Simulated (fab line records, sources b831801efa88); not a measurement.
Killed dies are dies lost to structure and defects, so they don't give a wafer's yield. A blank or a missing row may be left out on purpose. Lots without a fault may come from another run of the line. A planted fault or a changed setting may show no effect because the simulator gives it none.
Which tool did it? | flow sky130 | 12 lots, 36 wafers sampled, at 2 steps of a route of 708

WHAT THE GAUGES READ, wafer by wafer
SKY_CAP2M_THK_MEAS_01.
lot  | measured     | on            | CAP2M_CVD_00_THK (nm)
L075 | day 40 06:55 | film_metro-01 | 15.24 15.64 15.93
L077 | day 41 07:16 | film_metro-01 | 15.69 15.91 15.80
L078 | day 41 16:55 | film_metro-02 | 15.40 15.41 15.38
L081 | day 42 18:20 | film_metro-01 | 15.51 15.70 15.74
L082 | day 43 03:05 | film_metro-03 | 15.32 15.41 15.76
L085 | day 43 16:30 | film_metro-01 | 15.13 15.00 15.41
L088 | day 44 14:20 | film_metro-02 | 15.14 15.38 15.47
L090 | day 44 16:38 | film_metro-02 | 15.67 15.77 15.74
L091 | day 44 21:53 | film_metro-02 | 15.67 15.73 15.79
L093 | day 45 11:29 | film_metro-02 | 15.05 15.24 15.47
L095 | day 45 18:53 | film_metro-03 | 15.41 15.69 15.59
L097 | day 46 05:06 | film_metro-01 | 15.25 15.69 15.58

WHICH TOOL RAN EACH LOT (tool, then ch and the chambers of the sampled wafers, then the start)
lot  | SKY_METAL3_METAL_ETCH_18
L075 | rie_metal-02 ch 0,1, day 39 01:44
L077 | rie_metal-04 ch 0,1, day 40 04:08
L078 | rie_metal-01 ch 0,1, day 40 13:14
L081 | rie_metal-01 ch 0,1, day 41 15:41
L082 | rie_metal-02 ch 0,1, day 42 01:03
L085 | rie_metal-01 ch 0,1, day 42 14:18
L088 | rie_metal-02 ch 0,1, day 43 12:17
L090 | rie_metal-04 ch 0,1, day 43 14:48
L091 | rie_metal-02 ch 0,1, day 43 20:29
L093 | rie_metal-02 ch 0,1, day 44 10:45
L095 | rie_metal-02 ch 0,1, day 44 18:26
L097 | rie_metal-01 ch 0,1, day 45 04:29
- SKY_METAL3_METAL_ETCH_18: etches the open film in Cl2/BCl3, stops on SiO2, target depth 845 nm, time 183.1 s.

THE ANSWER, worked out from the rows above alone
Rule: what is usual is taken from the lots themselves. Put in order of their means at a reading, lots are off if they are a third of the lots or fewer, leave a main group of 4 or more, and stand apart from it by a gap of 3 or more times the standard deviation of the main group's means; of several such gaps the widest counts. A main group whose means are all the same, to the digits that the tables above print for the reading, isn't used. A lot without any number at a reading at which 4 lots or more have one is off too. The other lots that the step has rows for count as sound.
No lot is off at any reading shown: from this, nothing can be told.

WHAT THE SIMULATOR HAD PUT IN
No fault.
